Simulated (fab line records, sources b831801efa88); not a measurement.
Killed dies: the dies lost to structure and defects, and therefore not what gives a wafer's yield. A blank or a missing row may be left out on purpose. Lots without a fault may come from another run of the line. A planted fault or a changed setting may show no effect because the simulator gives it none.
fab line records | flow sky130
record lots=12 | wafers=36 | lastDay=50
route steps=708 shown VT_ADJUST_LVTN@115 VT_ADJUST_NCORE@126 VT_ADJUST_HVTR@141 SONOS_TUNNEL@163 PAD_OPEN@708
lots with no fault: from the same line, run without faults
startH: hours from the record's opening day to when the first of the lot's shown wafers began | waitH: time in hours since the lot's previous step | " unchanged from the row above | L1.1+2: several wafers, shown together as one row | - no value, or no start given | * or withheld: withheld | < > ~ a bound
route shown NAME@n: names a module that has steps shown in the file, with the first one's number in the route | usual: mean/standard deviation of fault-free wafers | same: alike in all rows | chamber/n: place in a boat | sites: per-site readings | _std_site: their standard deviation | _edge_site: outer sites' mean less inner sites' | radiusMm: how far each site lies from the wafer's centre | mask NAME#n: copy n | behind: the most recent tool/chamber to have shaped the wafer | hold: cause of the lot's hold/its duration in hours/its outcome | device: transistor that didn't switch, given as n, p or np | end of line: the same wafers' tests at the end of the route | a step with no rows: only its recipe | killed: dies lost to structure and defects at the first sort, not the wafer's yield | map: the dies of a wafer, with x for killed, . for not killed, _ for no die there
set.NAME: the setting as run; set.NAME@STEP: as run at that earlier step | model.NAME: the simulator's own value behind a step, which no gauge read
a sample of lots followed through the steps of the route, with each step as a table and each wafer as a row
services: a tool's chamber out of use, with start hour (startH, from the record's first day; less than 0 if before it), hours out, and reason
## steps
# step SKY_VT_ADJUST_LVTN_OVL_MEAS_18
# usual VT_ADJUST_LVTN_01_OVL=0.1/1.1
lot.wafer | tool       | chamber | startH | waitH | VT_ADJUST_LVTN_01_OVL[nm]
L445.1    | overlay-02 | -       | 168.77 | 0.1   | 0.4
L445.3    | "          | -       | "      | "     | 0.3
L445.6    | "          | -       | "      | "     | 0.9
L447.1    | overlay-01 | -       | 177.92 | 0.1   | -0.3
L447.2    | "          | -       | "      | "     | -0.9
L447.5    | "          | -       | "      | "     | -0.1
L449.3    | overlay-02 | -       | 194.94 | 0.1   | 0.5
L449.4    | "          | -       | "      | "     | -1.3
L449.5    | "          | -       | "      | "     | -1.5
L450.2    | overlay-02 | -       | 203.53 | 0.1   | -1.1
L450.3    | "          | -       | "      | "     | 1.4
L450.4    | "          | -       | "      | "     | 2.1
L458.1    | overlay-02 | -       | 265.43 | 0.1   | 0.9
L458.3    | "          | -       | "      | "     | 0.0
L458.4    | "          | -       | "      | "     | -1.2
L459.3    | overlay-02 | -       | 271.31 | 0.1   | 0.6
L459.4    | "          | -       | "      | "     | -1.0
L459.5    | "          | -       | "      | "     | 0.5
L460.1    | overlay-02 | -       | 272.42 | 0.1   | -1.1
L460.2    | "          | -       | "      | "     | 0.0
L460.3    | "          | -       | "      | "     | -0.3
L461.3    | overlay-02 | -       | 276.91 | 0.1   | 2.1
L461.5    | "          | -       | "      | "     | 0.9
L461.6    | "          | -       | "      | "     | 0.5
L462.2    | overlay-02 | -       | 291.53 | 0.1   | -1.6
L462.3    | "          | -       | "      | "     | -0.9
L462.4    | "          | -       | "      | "     | -0.9
L463.2    | overlay-02 | -       | 295.86 | 0.1   | 2.0
L463.5    | "          | -       | "      | "     | 1.9
L463.6    | "          | -       | "      | "     | 1.7
L464.1    | overlay-02 | -       | 311.12 | 0.1   | -1.0
L464.4    | "          | -       | "      | "     | -0.7
L464.5    | "          | -       | "      | "     | 1.3
L467.3    | overlay-02 | -       | 320.64 | 0.1   | -2.1
L467.4    | "          | -       | "      | "     | -1.2
L467.6    | "          | -       | "      | "     | -2.7
# step SKY_VT_ADJUST_NCORE_CD_MEAS_07
# recipe targetCdNm=380
# usual cdNm=380.8/2.8
lot.wafer | tool     | chamber | startH | waitH | cdNm
L445.1    | cdSem-01 | -       | 190.39 | 0.3   | 377.1
L445.3    | "        | -       | "      | "     | 381.4
L445.6    | "        | -       | "      | "     | 379.6
L447.1    | cdSem-02 | -       | 199.60 | 0.1   | 379.6
L447.2    | "        | -       | "      | "     | 379.3
L447.5    | "        | -       | "      | "     | 377.7
L449.3    | cdSem-01 | -       | 216.57 | 0.1   | 377.2
L449.4    | "        | -       | "      | "     | 378.1
L449.5    | "        | -       | "      | "     | 376.1
L450.2    | cdSem-01 | -       | 225.37 | 0.1   | 383.1
L450.3    | "        | -       | "      | "     | 382.3
L450.4    | "        | -       | "      | "     | 383.9
L458.1    | cdSem-01 | -       | 290.50 | 0.1   | 381.4
L458.3    | "        | -       | "      | "     | 384.1
L458.4    | "        | -       | "      | "     | 379.6
L459.3    | cdSem-01 | -       | 296.19 | 0.1   | 375.5
L459.4    | "        | -       | "      | "     | 376.5
L459.5    | "        | -       | "      | "     | 377.8
L460.1    | cdSem-02 | -       | 296.99 | 0.2   | 389.7
L460.2    | "        | -       | "      | "     | 386.1
L460.3    | "        | -       | "      | "     | 383.9
L461.3    | cdSem-02 | -       | 302.14 | 0.1   | 383.3
L461.5    | "        | -       | "      | "     | 381.6
L461.6    | "        | -       | "      | "     | 380.0
L462.2    | cdSem-02 | -       | 316.75 | 0.1   | 377.5
L462.3    | "        | -       | "      | "     | 375.0
L462.4    | "        | -       | "      | "     | 377.5
L463.2    | cdSem-01 | -       | 321.05 | 0.1   | 381.8
L463.5    | "        | -       | "      | "     | 381.7
L463.6    | "        | -       | "      | "     | 381.4
L464.1    | cdSem-02 | -       | 338.08 | 0.1   | 380.8
L464.4    | "        | -       | "      | "     | 378.9
L464.5    | "        | -       | "      | "     | 380.2
L467.3    | cdSem-01 | -       | 348.64 | 0.1   | 381.5
L467.4    | "        | -       | "      | "     | 379.6
L467.6    | "        | -       | "      | "     | 380.5
# step SKY_VT_ADJUST_HVTR_STRIP_10
# recipe chemistry=O2/N2 | powerW=1400 | pressureMtorr=1500 | platenTempC=withheld | o2FlowSccm=3000 | n2FlowSccm=300 | overashFraction=0.5
# usual drypumpMotorCurrentA=5.6/0.52 | oesProductAu=0.715/0.0043 | stripTimeToEndpointS=14.16/0.035
lot.wafer | tool           | chamber | startH | waitH | drypumpMotorCurrentA | oesProductAu | rfHoursCounterH | stripTimeToEndpointS
L445.1    | plasmaAsher-02 | 0       | 211.61 | 0.1   | 5.4                  | 0.720        | 43              | 14.15
L445.3    | "              | 0       | "      | "     | 5.3                  | 0.728        | -               | 14.16
L445.6    | "              | 0       | "      | "     | 5.3                  | 0.713        | -               | 14.15
L447.1    | plasmaAsher-03 | 1       | 221.83 | 0.1   | 5.1                  | 0.716        | 10              | 14.24
L447.2    | "              | 0       | "      | "     | 5.6                  | 0.712        | 10              | 14.26
L447.5    | "              | 1       | "      | "     | 5.1                  | 0.710        | -               | 14.29
L449.3    | plasmaAsher-04 | 0       | 240.09 | 0.1   | 5.3                  | 0.713        | -               | 14.14
L449.4    | "              | 1       | "      | "     | 6.5                  | 0.703        | -               | 14.10
L449.5    | "              | 0       | "      | "     | 5.3                  | 0.716        | -               | 14.10
L450.2    | plasmaAsher-03 | 1       | 248.99 | 0.1   | 5.1                  | 0.713        | 13              | 14.21
L450.3    | "              | 0       | "      | "     | 5.6                  | 0.717        | -               | 14.20
L450.4    | "              | 1       | "      | "     | 5.1                  | 0.713        | -               | 14.19
L458.1    | plasmaAsher-03 | 1       | 316.23 | 0.1   | 5.1                  | 0.716        | 19              | 14.14
L458.3    | "              | 1       | "      | "     | 5.1                  | 0.725        | -               | 14.15
L458.4    | "              | 0       | "      | "     | 5.6                  | 0.714        | -               | 14.15
L459.3    | plasmaAsher-04 | 1       | 321.89 | 0.1   | 6.4                  | 0.715        | -               | 14.14
L459.4    | "              | 0       | "      | "     | 5.3                  | 0.708        | -               | 14.15
L459.5    | "              | 0       | "      | "     | 5.3                  | 0.718        | -               | 14.14
L460.1    | plasmaAsher-03 | 0       | 322.94 | 0.1   | 5.6                  | 0.717        | 20              | 14.15
L460.2    | "              | 1       | "      | "     | 5.1                  | 0.710        | 20              | 14.11
L460.3    | "              | 1       | "      | "     | 5.1                  | 0.712        | -               | 14.11
L461.3    | plasmaAsher-03 | 0       | 328.32 | 0.1   | 5.6                  | 0.716        | -               | 14.15
L461.5    | "              | 0       | "      | "     | 5.6                  | 0.719        | -               | 14.17
L461.6    | "              | 1       | "      | "     | 5.1                  | 0.719        | -               | 14.21
L462.2    | plasmaAsher-02 | 0       | 344.43 | 0.1   | 5.3                  | 0.713        | 57              | 14.17
L462.3    | "              | 0       | "      | "     | 5.3                  | 0.715        | -               | 14.16
L462.4    | "              | 1       | "      | "     | 6.4                  | 0.715        | -               | 14.16
L463.2    | plasmaAsher-03 | 0       | 348.98 | 0.1   | 5.6                  | 0.717        | 22              | 14.16
L463.5    | "              | 0       | "      | "     | 5.6                  | 0.711        | -               | 14.11
L463.6    | "              | 1       | "      | "     | 5.1                  | 0.720        | -               | 14.14
L464.1    | plasmaAsher-04 | 1       | 365.33 | 0.1   | 6.4                  | 0.712        | 62              | 14.17
L464.4    | "              | 0       | "      | "     | 5.3                  | 0.710        | -               | 14.21
L464.5    | "              | 0       | "      | "     | 5.3                  | 0.709        | -               | 14.17
L467.3    | plasmaAsher-04 | 1       | 375.67 | 0.1   | 6.5                  | 0.717        | -               | 14.19
L467.4    | "              | 0       | "      | "     | 5.3                  | 0.708        | -               | 14.22
L467.6    | "              | 0       | "      | "     | 5.3                  | 0.716        | -               | 14.19
# step SKY_SONOS_TUNNEL_IMPLANT_09
# recipe species=B | energyKev=20 | doseCm2=1e+12 | tiltDeg=withheld
# usual doseIonsCm2=9.999e+11/1e+09 | faradayCurrentUA=5.65/0.12
lot.wafer | tool         | chamber | startH | waitH | doseIonsCm2 | faradayCurrentUA
L445.1    | implanter-02 | 0       | 256.86 | 0.0   | 9.984e+11   | 5.56
L445.3    | "            | 0       | "      | "     | 9.997e+11   | 5.60
L445.6    | "            | 0       | "      | "     | 9.989e+11   | 5.66
L447.1    | implanter-03 | 0       | 267.91 | 0.0   | 1.0011e+12  | 5.56
L447.2    | "            | 0       | "      | "     | 1e+12       | 5.58
L447.5    | "            | 0       | "      | "     | 9.996e+11   | 5.51
L449.3    | implanter-03 | 0       | 288.88 | 0.1   | 5.952e+11   | 3.39
L449.4    | "            | 0       | "      | "     | 5.943e+11   | 3.40
L449.5    | "            | 0       | "      | "     | 5.955e+11   | 3.43
L450.2    | implanter-03 | 0       | 297.88 | 0.0   | 5.941e+11   | 3.37
L450.3    | "            | 0       | "      | "     | 5.945e+11   | 3.40
L450.4    | "            | 0       | "      | "     | 5.94e+11    | 3.31
L458.1    | implanter-02 | 0       | 369.83 | 0.0   | 1.0006e+12  | 5.68
L458.3    | "            | 0       | "      | "     | 1.0014e+12  | 5.73
L458.4    | "            | 0       | "      | "     | 1.0014e+12  | 5.50
L459.3    | implanter-02 | 0       | 376.63 | 0.1   | 9.989e+11   | 5.77
L459.4    | "            | 0       | "      | "     | 9.992e+11   | 5.65
L459.5    | "            | 0       | "      | "     | 1.0007e+12  | 5.65
L460.1    | implanter-02 | 0       | 377.38 | 0.0   | 1.0006e+12  | 5.78
L460.2    | "            | 0       | "      | "     | 1.0003e+12  | 5.58
L460.3    | "            | 0       | "      | "     | 1.003e+12   | 5.61
L461.3    | implanter-02 | 0       | 382.91 | 0.1   | 1.0013e+12  | 5.69
L461.5    | "            | 0       | "      | "     | 9.995e+11   | 5.64
L461.6    | "            | 0       | "      | "     | 1.0012e+12  | 5.79
L462.2    | implanter-02 | 0       | 399.43 | 0.0   | 1.0001e+12  | 5.67
L462.3    | "            | 0       | "      | "     | 1.0009e+12  | 5.60
L462.4    | "            | 0       | "      | "     | 1.0012e+12  | 5.60
L463.2    | implanter-03 | 0       | 403.71 | 0.0   | 9.984e+11   | 5.52
L463.5    | "            | 0       | "      | "     | 1.0002e+12  | 5.61
L463.6    | "            | 0       | "      | "     | 9.999e+11   | 5.60
L464.1    | implanter-03 | 0       | 421.28 | 0.0   | 1.0007e+12  | 5.66
L464.4    | "            | 0       | "      | "     | 9.988e+11   | 5.56
L464.5    | "            | 0       | "      | "     | 9.998e+11   | 5.57
L467.3    | implanter-02 | 0       | 433.43 | 0.1   | 1.0013e+12  | 5.77
L467.4    | "            | 0       | "      | "     | 9.996e+11   | 5.65
L467.6    | "            | 0       | "      | "     | 9.988e+11   | 5.62
# step SKY_SONOS_TUNNEL_TW_MEAS_12
# usual SONOS_TUNNEL_TW=197/3.7
lot.wafer | tool         | chamber | startH | waitH | SONOS_TUNNEL_TW
L445.1    | filmMetro-01 | -       | 257.27 | 0.0   | 192
L445.3    | "            | -       | "      | "     | 192
L445.6    | "            | -       | "      | "     | 192
L447.1    | filmMetro-03 | -       | 268.32 | 0.0   | 199
L447.2    | "            | -       | "      | "     | 200
L447.5    | "            | -       | "      | "     | 199
L449.3    | filmMetro-03 | -       | 289.47 | 0.0   | 174
L449.4    | "            | -       | "      | "     | 174
L449.5    | "            | -       | "      | "     | 174
L450.2    | filmMetro-03 | -       | 298.29 | 0.0   | 174
L450.3    | "            | -       | "      | "     | 174
L450.4    | "            | -       | "      | "     | 174
L458.1    | filmMetro-01 | -       | 370.29 | 0.0   | 193
L458.3    | "            | -       | "      | "     | 193
L458.4    | "            | -       | "      | "     | 194
L459.3    | filmMetro-01 | -       | 377.02 | 0.0   | 193
L459.4    | "            | -       | "      | "     | 193
L459.5    | "            | -       | "      | "     | 194
L460.1    | filmMetro-03 | -       | 377.81 | 0.0   | 200
L460.2    | "            | -       | "      | "     | 201
L460.3    | "            | -       | "      | "     | 202
L461.3    | filmMetro-01 | -       | 383.32 | 0.0   | 193
L461.5    | "            | -       | "      | "     | 192
L461.6    | "            | -       | "      | "     | 192
L462.2    | filmMetro-02 | -       | 399.85 | 0.0   | 194
L462.3    | "            | -       | "      | "     | 194
L462.4    | "            | -       | "      | "     | 194
L463.2    | filmMetro-03 | -       | 404.10 | 0.0   | 201
L463.5    | "            | -       | "      | "     | 201
L463.6    | "            | -       | "      | "     | 201
L464.1    | filmMetro-02 | -       | 421.71 | 0.0   | 196
L464.4    | "            | -       | "      | "     | 195
L464.5    | "            | -       | "      | "     | 196
L467.3    | filmMetro-03 | -       | 433.90 | 0.0   | 202
L467.4    | "            | -       | "      | "     | 201
L467.6    | "            | -       | "      | "     | 201
# step SKY_PAD_OPEN_PROBE_99
# usual killed_at_M0_to_M3=43/7.1 | killed_at_M4_up=3.2/1.7 | killedAtContacts=24/5.6 | killedAtFrontEnd=16/5 | killedAtOther=0.4/0.68 | killedDies=86/9.3 | killedOnRim=17/3.8 | killedOpen=47/7.1 | killedShort=39/5.7
# same grossDies=492 | killedAtBackSide=0
lot.wafer | tool      | chamber | startH  | waitH | killed_at_M0_to_M3 | killed_at_M4_up | killedAtContacts | killedAtFrontEnd | killedAtOther | killedDies | killedOnRim | killedOpen | killedShort
L445.1    | prober-02 | -       | 1077.22 | 0.1   | 42                 | 3               | 26               | 12               | 0             | 83         | 20          | 40         | 43
L445.3    | prober-02 | -       | 1077.32 | 0.2   | 43                 | 2               | 30               | 22               | 1             | 98         | 14          | 51         | 46
L445.6    | prober-02 | -       | 1077.47 | 0.2   | 45                 | 1               | 24               | 11               | 0             | 81         | 18          | 44         | 37
L450.2    | prober-01 | -       | 1116.90 | 0.1   | 41                 | 5               | 19               | 13               | 1             | 79         | 11          | 45         | 34
L450.3    | prober-01 | -       | 1116.95 | 0.2   | 41                 | 4               | 23               | 22               | 1             | 91         | 22          | 46         | 45
L450.4    | prober-01 | -       | 1117.00 | 0.2   | 36                 | 5               | 23               | 13               | 1             | 78         | 12          | 39         | 39
L458.1    | prober-01 | -       | 1167.38 | 0.1   | 41                 | 3               | 30               | 21               | 0             | 95         | 18          | 57         | 37
L458.3    | prober-01 | -       | 1167.48 | 0.2   | 46                 | 2               | 27               | 13               | 2             | 90         | 12          | 43         | 45
L458.4    | prober-01 | -       | 1167.53 | 0.2   | 44                 | 2               | 22               | 19               | 1             | 88         | 20          | 43         | 42
L459.3    | prober-01 | -       | 1171.76 | 0.2   | 37                 | 3               | 30               | 29               | 1             | 100        | 17          | 55         | 44
L459.4    | prober-01 | -       | 1171.81 | 0.2   | 34                 | 2               | 22               | 29               | 2             | 89         | 14          | 51         | 36
L459.5    | prober-01 | -       | 1171.86 | 0.2   | 49                 | 1               | 25               | 14               | 0             | 89         | 18          | 46         | 43
L461.3    | prober-02 | -       | 1174.69 | 0.2   | 37                 | 3               | 22               | 16               | 3             | 81         | 17          | 39         | 40
L461.5    | prober-02 | -       | 1174.79 | 0.2   | 52                 | 3               | 31               | 14               | 1             | 101        | 20          | 51         | 49
L461.6    | prober-02 | -       | 1174.84 | 0.2   | 43                 | 2               | 21               | 17               | 0             | 83         | 19          | 41         | 42
L467.3    | prober-01 | -       | 1199.04 | 0.2   | 35                 | 5               | 24               | 14               | 1             | 79         | 9           | 36         | 43
L467.4    | prober-01 | -       | 1199.09 | 0.2   | 34                 | 7               | 25               | 14               | 0             | 80         | 21          | 41         | 39
L467.6    | prober-01 | -       | 1199.19 | 0.2   | 42                 | 1               | 13               | 11               | 0             | 67         | 21          | 31         | 36
# killed by level:class
L445.1 CONTACT:geometricParticle:open=8 VIA1:geometricParticle:open=7 CONTACT:geometricParticle:short=6 METAL2:geometricParticle:short=6 VIA2:geometricParticle:open=5 METAL3:geometricParticle:short=5 LI_CONTACT:geometricParticle:open=5 LOCAL_INTERCONNECT:geometricParticle:short=5
L445.3 CONTACT:geometricParticle:open=12 VIA1:geometricParticle:open=10 LI_CONTACT:geometricParticle:open=9 FIELD_ISO:geometricParticle:short=8 METAL2:geometricParticle:short=8 LOCAL_INTERCONNECT:geometricParticle:short=6 VIA2:geometricParticle:open=5 FIELD_ISO:geometricParticle:open=4
L445.6 LI_CONTACT:geometricParticle:open=9 VIA2:geometricParticle:open=8 CONTACT:geometricParticle:open=7 VIA1:geometricParticle:short=7 VIA1:geometricParticle:open=6 CONTACT:geometricParticle:short=5 METAL2:geometricParticle:short=5 FIELD_ISO:geometricParticle:short=4
L450.2 VIA3:geometricParticle:open=10 VIA1:geometricParticle:open=8 CONTACT:geometricParticle:open=7 VIA2:geometricParticle:open=6 POLY_GATE:geometricParticle:short=4 METAL1:geometricParticle:short=4 VIA1:geometricParticle:short=4 METAL4:geometricParticle:short=4
L450.3 LI_CONTACT:geometricParticle:open=8 CONTACT:geometricParticle:open=7 VIA1:geometricParticle:open=7 METAL2:geometricParticle:short=7 FIELD_ISO:geometricParticle:open=6 METAL1:geometricParticle:short=6 VIA3:geometricParticle:open=6 FIELD_ISO:geometricParticle:short=5
L450.4 VIA1:geometricParticle:open=7 CONTACT:geometricParticle:open=7 LI_CONTACT:geometricParticle:open=6 METAL1:geometricParticle:short=6 FIELD_ISO:geometricParticle:open=5 VIA3:geometricParticle:open=5 FIELD_ISO:geometricParticle:short=4 LI_CONTACT:geometricParticle:short=4
L458.1 CONTACT:geometricParticle:open=11 CONTACT:geometricParticle:short=8 VIA2:geometricParticle:open=8 VIA1:geometricParticle:open=8 VIA3:geometricParticle:open=8 POLY_GATE:geometricParticle:open=6 METAL2:geometricParticle:short=5 POLY_GATE:geometricParticle:short=4
L458.3 VIA1:geometricParticle:open=13 CONTACT:geometricParticle:open=9 VIA2:geometricParticle:open=6 LOCAL_INTERCONNECT:geometricParticle:short=6 METAL2:geometricParticle:short=6 CONTACT:geometricParticle:short=6 VIA3:geometricParticle:open=6 VIA1:geometricParticle:short=5
L458.4 LI_CONTACT:geometricParticle:open=8 CONTACT:geometricParticle:open=8 VIA1:geometricParticle:open=8 METAL1:geometricParticle:short=6 VIA3:geometricParticle:open=5 FIELD_ISO:geometricParticle:short=4 POLY_GATE:geometricParticle:open=4 POLY_GATE:geometricParticle:short=4
L459.3 CONTACT:geometricParticle:open=12 VIA1:geometricParticle:open=9 FIELD_ISO:geometricParticle:open=8 FIELD_ISO:geometricParticle:short=7 LI_CONTACT:geometricParticle:open=7 VIA2:geometricParticle:open=6 METAL1:geometricParticle:short=6 POLY_GATE:geometricParticle:short=5
L459.4 VIA1:geometricParticle:open=12 FIELD_ISO:geometricParticle:open=11 POLY_GATE:geometricParticle:open=8 CONTACT:geometricParticle:open=8 FIELD_ISO:geometricParticle:short=6 VIA1:geometricParticle:short=6 CONTACT:geometricParticle:short=5 LI_CONTACT:geometricParticle:open=4
L459.5 CONTACT:geometricParticle:open=11 METAL2:geometricParticle:short=10 LI_CONTACT:geometricParticle:open=9 VIA3:geometricParticle:open=8 VIA1:geometricParticle:open=6 METAL1:geometricParticle:short=5 VIA2:geometricParticle:short=5 VIA3:geometricParticle:short=5
L461.3 VIA1:geometricParticle:open=8 METAL2:geometricParticle:short=8 CONTACT:geometricParticle:short=7 CONTACT:geometricParticle:open=7 FIELD_ISO:geometricParticle:open=6 VIA1:geometricParticle:short=5 LI_CONTACT:geometricParticle:open=5 VIA3:geometricParticle:open=5
L461.5 VIA1:geometricParticle:open=13 CONTACT:geometricParticle:open=10 METAL2:geometricParticle:short=9 CONTACT:geometricParticle:short=7 LI_CONTACT:geometricParticle:short=6 METAL1:geometricParticle:short=6 VIA3:geometricParticle:open=6 VIA2:geometricParticle:open=6
L461.6 VIA1:geometricParticle:open=8 FIELD_ISO:geometricParticle:open=7 LOCAL_INTERCONNECT:geometricParticle:short=6 VIA1:geometricParticle:short=6 VIA2:geometricParticle:open=6 METAL1:geometricParticle:short=5 CONTACT:geometricParticle:open=5 POLY_GATE:geometricParticle:short=4
L467.3 VIA1:geometricParticle:open=12 METAL2:geometricParticle:short=9 FIELD_ISO:geometricParticle:short=7 LOCAL_INTERCONNECT:geometricParticle:short=6 LI_CONTACT:geometricParticle:open=5 CONTACT:geometricParticle:open=5 CONTACT:geometricParticle:short=5 METAL4:geometricParticle:short=4
L467.4 LI_CONTACT:geometricParticle:open=8 CONTACT:geometricParticle:open=8 METAL2:geometricParticle:short=8 VIA2:geometricParticle:open=7 METAL4:geometricParticle:short=6 VIA1:geometricParticle:open=6 FIELD_ISO:geometricParticle:short=4 FIELD_ISO:geometricParticle:open=4
L467.6 VIA1:geometricParticle:open=9 CONTACT:geometricParticle:short=7 VIA1:geometricParticle:short=7 VIA3:geometricParticle:open=6 VIA2:geometricParticle:open=5 METAL1:geometricParticle:short=4 METAL2:geometricParticle:short=4 VIA2:geometricParticle:short=3
## services
tool           | chamber | startH | hours | kind
plasmaAsher-02 | -       | 246.71 | 0.5   | repair
plasmaAsher-03 | -       | 261.78 | 2.6   | repair
plasmaAsher-04 | -       | 271.50 | 13.8  | repair
implanter-02   | -       | 281.82 | 3.7   | pm
plasmaAsher-02 | -       | 330.31 | 2.3   | repair
implanter-03   | -       | 334.44 | 2.4   | repair
plasmaAsher-02 | -       | 379.06 | 1.5   | repair
implanter-02   | -       | 392.22 | 4.8   | repair
## key
firstSign step=SKY_SONOS_TUNNEL_IMPLANT_09 | reading=doseIonsCm2 | direction=down | sigmas=99+ | usual=* | struck=*
effect step=SKY_SONOS_TUNNEL_IMPLANT_09 | reading=faradayCurrentUA | direction=down | sigmas=19 | usual=5.65 | struck=3.38
effect step=SKY_SONOS_TUNNEL_TW_MEAS_12 | reading=SONOS_TUNNEL_TW | direction=down | sigmas=6.1 | usual=197 | struck=174
metAt SKY_SONOS_TUNNEL_IMPLANT_09
struckLots L449,L450
testerLeftOut L449,L450
notActingAt SKY_VT_ADJUST_LVTN_OVL_MEAS_18,SKY_VT_ADJUST_NCORE_CD_MEAS_07,SKY_VT_ADJUST_HVTR_STRIP_10
onsetBetween 267.91 288.88
fault kind=processParameterDrift | tool=implanter-03 | chamber=- | onsetH=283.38 | steps=SKY_SONOS_TUNNEL_IMPLANT_09 | channel=doseCm2 | offset=* | shape=step | endH=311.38 | actsIn=* | stated=*
# testerLeftOut: of these lots the tester's yield and bins aren't shown, on N5 and GAA mostly nor the transistor test; their killed dies are dies lost to structure and defects alone, not to doping, threshold or leakage, so they don't give the yield
